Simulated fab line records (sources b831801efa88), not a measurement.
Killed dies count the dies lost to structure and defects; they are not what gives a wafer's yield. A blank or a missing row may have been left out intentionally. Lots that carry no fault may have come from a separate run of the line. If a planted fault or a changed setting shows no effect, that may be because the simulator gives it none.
The tool behind it: which one? ; flow gf180mcu ; 13 lots with 39 wafers sampled at 4 steps, on a route of 602 steps

== WHAT THE GAUGES READ, wafer by wafer ==
GF_TOP_METAL_THK_MEAS_06: measures by xrf.
lot;measured;on;TOP_METAL_ALCU_THK (nm)
L932;day 27 08:54;film-metro-02;891 888 892
L935;day 28 07:03;film-metro-04;885 897 900
L936;day 28 19:02;film-metro-04;904 911 912
L937;day 28 21:03;film-metro-04;907 909 906
L939;day 29 10:10;film-metro-04;914 906 913
L940;day 29 15:53;film-metro-04;898 911 908
L941;day 30 06:32;film-metro-04;887 893 895
L942;day 30 12:17;film-metro-04;905 902 905
L943;day 30 18:56;film-metro-04;900 905 895
L944;day 30 23:43;film-metro-01;887 893 891
L946;day 31 11:05;film-metro-02;891 892 891
L947;day 31 20:30;film-metro-02;902 899 906
L955;day 33 17:53;film-metro-04;880 895 898

GF_PASSIVATION_BOW_MEAS_14.
lot;measured;on;PASSIVATION_BOW (um)
L932;day 29 03:43;film-metro-01;129 122 130
L935;day 30 00:32;film-metro-03;130 139 140
L936;day 30 11:33;film-metro-03;147 154 142
L937;day 30 13:05;film-metro-01;116 130 124
L939;day 31 01:58;film-metro-01;138 135 130
L940;day 31 07:31;film-metro-01;125 129 134
L941;day 32 00:15;film-metro-02;123 130 123
L942;day 32 01:55;film-metro-02;146 127 129
L943;day 32 06:48;film-metro-03;145 140 150
L944;day 32 13:20;film-metro-02;127 128 122
L946;day 32 23:08;film-metro-03;137 138 142
L947;day 33 07:19;film-metro-03;129 141 131
L955;day 35 02:18;film-metro-03;150 140 142

== WHICH TOOL RAN EACH LOT (tool, then ch and the chambers of the sampled wafers, then the start) ==
lot;GF_M2_SPUTTER_01;GF_V5_ETCH_16
L932;pvd-sputter-03, day 18 09:07;rie-diel-01 ch 1,2,3, day 27 07:10
L935;pvd-sputter-02, day 19 10:18;rie-diel-04 ch 1,2, day 28 05:07
L936;pvd-sputter-03, day 20 01:51;rie-diel-04 ch 0,1,2, day 28 17:19
L937;pvd-sputter-02, day 20 04:31;rie-diel-01 ch 0,1,3, day 28 19:19
L939;pvd-sputter-03, day 20 17:14;rie-diel-02 ch 0,1,2, day 29 08:26
L940;pvd-sputter-04, day 21 04:04;rie-diel-04 ch 0,1,3, day 29 14:04
L941;pvd-sputter-03, day 21 21:32;rie-diel-01 ch 0,1, day 30 04:46
L942;pvd-sputter-03, day 22 05:10;rie-diel-02 ch 0,1,2, day 30 10:25
L943;pvd-sputter-03, day 22 11:39;rie-diel-02 ch 0,2, day 30 17:04
L944;pvd-sputter-02, day 22 18:48;rie-diel-04 ch 0,1,3, day 30 21:57
L946;pvd-sputter-03, day 23 09:55;rie-diel-04 ch 1,2,3, day 31 09:22
L947;pvd-sputter-03, day 23 20:39;rie-diel-01 ch 0,2,3, day 31 18:46
L955;pvd-sputter-03, day 26 09:28;rie-diel-01 ch 0,1,3, day 33 15:49
- GF_M2_SPUTTER_01: material TiN, target thk 30 nm, time 25 s.
- GF_V5_ETCH_16: etches BARC in N2/H2.

== AS READ BY THE TOOLS THEMSELVES (means over the sampled wafers that have a number; for cases with no such wafer, the mark the record gives instead) ==
GF_M2_SPUTTER_01.
lot;tool;throttle-valve-pct (%)
L932;pvd-sputter-03;29.7
L935;pvd-sputter-02;30.6
L936;pvd-sputter-03;29.4
L937;pvd-sputter-02;31.6
L939;pvd-sputter-03;29.8
L940;pvd-sputter-04;29.4
L941;pvd-sputter-03;29.7
L942;pvd-sputter-03;29.6
L943;pvd-sputter-03;29.9
L944;pvd-sputter-02;31.4
L946;pvd-sputter-03;30.1
L947;pvd-sputter-03;30.2
L955;pvd-sputter-03;29.9

GF_V5_ETCH_16.
lot;tool;bias-w (W);drypump-motor-current-A (A);n2-flow-sccm (sccm);oes-product-au (a.u.);throttle-valve-pct (%)
L932;rie-diel-01;100.1;5.6;100.0;0.856;13.220
L935;rie-diel-04;100.2;6.5;99.6;0.856;13.226
L936;rie-diel-04;99.7;6.5;99.8;0.855;13.228
L937;rie-diel-01;99.8;5.9;100.1;0.851;13.235
L939;rie-diel-02;100.3;6.0;100.0;0.858;13.225
L940;rie-diel-04;99.8;6.3;100.0;0.856;13.230
L941;rie-diel-01;100.3;5.7;99.9;0.851;13.225
L942;rie-diel-02;99.8;6.1;100.1;0.853;13.224
L943;rie-diel-02;99.6;6.4;100.0;0.856;13.220
L944;rie-diel-04;99.9;6.3;99.9;0.857;13.214
L946;rie-diel-04;99.9;6.3;100.2;0.853;13.235
L947;rie-diel-01;99.9;5.5;99.9;0.855;13.227
L955;rie-diel-01;100.4;5.9;100.1;0.857;13.226

== THE ANSWER, worked out from the rows above alone ==
Rule: what is usual is taken from the lots themselves. The widest of any qualifying gaps counts: lots, ordered by their means at a reading, are off when they make up no more than a third of the lots, leave a main group of 4 or more, and stand apart from it by 3 or more times the standard deviation of that group's means. A main group whose means are all the same, to the digits that the tables above print for the reading, isn't used. Also off: a lot with no number at a reading for which 4 or more lots have one. The other lots that the step has rows for count as sound. First the gauges in route order, then the tools' own readings, where a lot's mean is used as printed above. At the first step where some lot is off, the reading lying furthest off is the one used; lots without a number count as furthest.
No lot is off at any reading shown: from this, nothing can be told.

== WHAT WAS PUT IN BY THE SIMULATOR ==
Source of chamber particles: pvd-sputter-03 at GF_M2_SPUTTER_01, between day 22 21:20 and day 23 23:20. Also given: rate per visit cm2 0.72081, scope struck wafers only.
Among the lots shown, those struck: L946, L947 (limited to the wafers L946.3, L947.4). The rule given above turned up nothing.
